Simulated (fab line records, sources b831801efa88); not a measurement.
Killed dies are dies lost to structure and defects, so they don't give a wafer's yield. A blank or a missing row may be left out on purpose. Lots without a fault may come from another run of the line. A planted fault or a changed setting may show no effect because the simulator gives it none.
Which tool did it? | flow gf180mcu | 7 lots, 21 wafers sampled, at 2 steps of a route of 602

WHAT THE GAUGES READ, wafer by wafer
GF_PSD_RS_MEAS_14: measures by four-point-probe.
lot  | measured     | on            | NSD_RS (ohm/sq)
L145 | day 14 13:19 | film_metro-02 | 46.11 46.14 46.09
L148 | day 15 08:02 | film_metro-02 | 46.03 46.12 46.13
L150 | day 16 16:08 | film_metro-04 | 46.36 40.52 46.24
L159 | day 19 10:14 | film_metro-04 | 46.18 46.11 46.21
L162 | day 20 13:13 | film_metro-04 | 46.27 46.22 46.23
L164 | day 21 11:04 | film_metro-01 | 46.04 46.02 46.10
L167 | day 22 06:32 | film_metro-04 | 46.18 46.11 46.16

WHICH TOOL RAN EACH LOT (tool, then ch and the chambers of the sampled wafers, then the start)
lot  | GF_PSD_RTA_13
L145 | rtp_anneal-01 ch 0, day 14 13:13
L148 | rtp_anneal-02 ch 0, day 15 07:56
L150 | rtp_anneal-02 ch 0, day 16 16:03
L159 | rtp_anneal-01 ch 0, day 19 10:08
L162 | rtp_anneal-02 ch 0, day 20 13:07
L164 | rtp_anneal-02 ch 0, day 21 10:58
L167 | rtp_anneal-01 ch 0, day 22 06:23
- GF_PSD_RTA_13: time 20 s.

THE ANSWER, worked out from the rows above alone
Rule: what is usual is taken from the lots themselves. Put in order of their means at a reading, lots are off if they are a third of the lots or fewer, leave a main group of 4 or more, and stand apart from it by a gap of 3 or more times the standard deviation of the main group's means; of several such gaps the widest counts. A main group whose means are all the same, to the digits that the tables above print for the reading, isn't used. A lot without any number at a reading at which 4 lots or more have one is off too. The other lots that the step has rows for count as sound.
Off: L150, at GF_PSD_RS_MEAS_14 (NSD_RS). The main group: mean 46.14 ohm/sq, standard deviation 0.059.
A tool fits if, at a process step before that reading, it ran every lot that is off, and no sound lot after the first of them. The gauges at GF_PSD_RS_MEAS_14 are tried like those tools. None of those tried fits.

WHAT THE SIMULATOR HAD PUT IN
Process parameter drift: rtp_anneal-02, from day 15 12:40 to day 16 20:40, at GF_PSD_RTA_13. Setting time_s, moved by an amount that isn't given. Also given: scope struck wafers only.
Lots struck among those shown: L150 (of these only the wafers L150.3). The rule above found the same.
